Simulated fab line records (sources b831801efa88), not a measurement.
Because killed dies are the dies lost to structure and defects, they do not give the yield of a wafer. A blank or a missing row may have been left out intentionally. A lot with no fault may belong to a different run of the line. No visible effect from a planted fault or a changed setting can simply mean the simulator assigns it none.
Comparing a struck lot with a sound one | flow gf180mcu | 43 out of 602 route steps
Sound: these wafers, L264.2, L264.3, L264.4. Struck: wafers L277.1, L277.4, L277.6. The cause is given at the end.
Per side, at each step with rows, come the tool, then ch with its chambers, and then its first start. Under that, the readings that differ: sound wafers | struck wafers | difference of the means | sigmas: that difference in standard deviations of wafers without a fault.
alike: words and numbers the same on both sides, and readings whose means are apart by under 2 such deviations; not compared: readings that were withheld, readings missing a value for some wafer, numbers with overlapping values and no deviation given by the record, and bounds like >300 which may hide the same value.
Wherever a step has rows on one side only, a row that says differs or no value, or a row with sigmas, the two part there. When numbers do not overlap yet have no deviation, they are printed without sigmas and do not part them. A reading that every wafer of one side lacks parts them only if that side has two wafers or more.

first, 1 step without rows for these wafers: GF_VT_IMPLANT_IMPLANT_41.
GF_VT_IMPLANT_STRIP_42: strips in O2/N2.
  sound on plasma-asher-03 ch 0,1, day 7 20:43; struck on plasma-asher-04 ch 0,1, day 11 14:31
  alike: drypump-motor-current-A, heater-power-w, oes-product-au, strip-time-to-endpoint-s
  not compared: rf-hours-counter-h
GF_VT_IMPLANT_TW_MEAS_43:
  sound: film-metro-01 at day 7 20:50; struck: film-metro-04 at day 11 14:37
  alike: VT_IMPLANT_4_TW
then, 1 step without rows for these wafers: GF_VT_IMPLANT_CLEAN_44 (cleans in SC1/SC2, time 150 s).
GF_VT_IMPLANT_RTA_45: time 30 s.
  sound on rtp-anneal-02 ch 0, day 7 20:57; struck on rtp-anneal-01 ch 0, day 11 14:43
  alike: lamp-power-pct, wafer_temp_C_max
GF_VT_IMPLANT_RS_MEAS_46: measures by four-point-probe.
  sound: film-metro-03 at day 7 21:03; struck: film-metro-01 at day 11 14:49
  alike: MVSD_RS
GF_VT_IMPLANT_RS_MEAS_47: measures by four-point-probe.
  sound: film-metro-03 at day 7 21:10; struck: film-metro-01 at day 11 14:56
  alike: NWELL_RS
GF_VT_IMPLANT_RS_MEAS_48: measures by four-point-probe.
  sound: film-metro-03 at day 7 21:17; struck: film-metro-01 at day 11 15:04
  alike: LVPWELL_RS
GF_VT_IMPLANT_RS_MEAS_49: measures by four-point-probe.
  sound: film-metro-03 at day 7 21:25; struck: film-metro-01 at day 11 15:11
  alike: MVPSD_RS
then, 3 steps without rows for these wafers: GF_VT_IMPLANT_WET_ETCH_50 (etches SiO2 in dHF, target depth 20 nm, time 400 s); GF_DUAL_GATE_CLEAN_00 (cleans in SC1/SC2, time 150 s); GF_DUAL_GATE_CLEAN_01 (cleans in dHF, time 20 s).
GF_DUAL_GATE_OXIDATION_02: stabilise 600 s, purge 300 s, target thk 10.887 nm.
  sound on furnace-01 ch 0, day 7 22:31; struck on furnace-01 ch 0, day 11 16:52
  alike: ox-temp-c-max, zone-power-upper-pct
GF_DUAL_GATE_THK_MEAS_03:
  sound: film-metro-01 at day 7 23:58; struck: film-metro-04 at day 11 18:19
  alike: DUAL_GATE_OXIDATION_00_THK
then, 7 steps without rows for these wafers: GF_DUAL_GATE_DEHYDRATE_04 (time 60 s); GF_DUAL_GATE_HMDS_05 (prime time 60 s); GF_DUAL_GATE_COAT_06 (resist thk 1000 nm); GF_DUAL_GATE_SOFTBAKE_07 (time 60 s); GF_DUAL_GATE_EXPOSE_08 (exposes mask Dualgate, target cd 700 nm); GF_DUAL_GATE_PEB_09; GF_DUAL_GATE_DEVELOP_10 (develop time 60 s).
GF_DUAL_GATE_OVL_MEAS_11:
  sound: overlay-02 at day 8 15:53; struck: overlay-02 at day 12 13:29
  alike: DUAL_GATE_OVL
then, 1 step without rows for these wafers: GF_DUAL_GATE_WET_ETCH_12 (etches SiO2 in dHF, target depth 13 nm, time 260 s).
GF_DUAL_GATE_STRIP_13: strips in O2/N2.
  sound on plasma-asher-01 ch 0,1, day 8 16:00; struck on plasma-asher-04 ch 0,1, day 12 13:37
  alike: drypump-motor-current-A, heater-power-w, oes-product-au, strip-time-to-endpoint-s
  not compared: rf-hours-counter-h
then, 3 steps without rows for these wafers: GF_DUAL_GATE_CLEAN_14 (cleans in SC1/SC2, time 150 s); GF_DUAL_GATE_OXIDATION_15 (stabilise 600 s, purge 300 s, target thk 7.098 nm); GF_POLY_GATE_CVD_00 (deposits poly-Si, target thk 200 nm, time 1200 s).
GF_POLY_GATE_THK_MEAS_01:
  sound: film-metro-02 at day 8 19:16; struck: film-metro-03 at day 12 18:49
  alike: POLY_GATE_CVD_00_THK
then, 8 steps without rows for these wafers: GF_POLY_GATE_DEHYDRATE_02 (time 60 s); GF_POLY_GATE_HMDS_03 (prime time 60 s); GF_POLY_GATE_COAT_04; GF_POLY_GATE_COAT_05 (resist thk 700 nm); GF_POLY_GATE_SOFTBAKE_06 (time 60 s); GF_POLY_GATE_EXPOSE_07 (exposes mask Poly2, target cd 280 nm); GF_POLY_GATE_PEB_08 (peb time 90 s); GF_POLY_GATE_DEVELOP_09 (develop time 60 s).
GF_POLY_GATE_CD_MEAS_10: the cd target is 280 nm.
  sound: cd-sem-01 at day 9 12:18; struck: cd-sem-01 at day 13 14:34
  alike: cd-nm
GF_POLY_GATE_OVL_MEAS_11:
  sound: overlay-02 at day 9 12:24; struck: overlay-01 at day 13 14:41
  alike: POLY_GATE_OVL
then, 1 step without rows for these wafers: GF_POLY_GATE_ETCH_12 (etches BARC in N2/H2).
GF_POLY_GATE_ETCH_13: etches poly-Si in HBr/Cl2, stops on SiO2, target depth 198.5 nm, time 69.6 s.
  sound on rie-si-01 ch 0,1,3, day 9 12:29; struck on rie-si-02 ch 0,1,2, day 13 14:47
  alike: drypump-motor-current-A, oes-product-au, throttle-valve-pct
  not compared: rf-hours-counter-h
GF_POLY_GATE_STRIP_14: strips in O2/N2.
  sound on plasma-asher-02 ch 0,1, day 9 12:32; struck on plasma-asher-02 ch 0,1, day 13 14:50
  alike: drypump-motor-current-A, heater-power-w, oes-product-au
  not compared: rf-hours-counter-h
then, 1 step without rows for these wafers: GF_POLY_GATE_CLEAN_15 (cleans in SC1/SC2, time 150 s).
-- here the record skips 20 days between the struck wafers' starts before and after, leaving off in module POLY_GATE and picking up in module PASSIVATION (first step shown: number 602 of the route) --
GF_PASSIVATION_PROBE_99:
  the record has rows for the struck wafers here (prober-02, day 33 07:53) and none for the sound ones

## WHERE THEY PART
GF_PASSIVATION_PROBE_99 only, going by this record.

WHY: the cause the simulator had injected
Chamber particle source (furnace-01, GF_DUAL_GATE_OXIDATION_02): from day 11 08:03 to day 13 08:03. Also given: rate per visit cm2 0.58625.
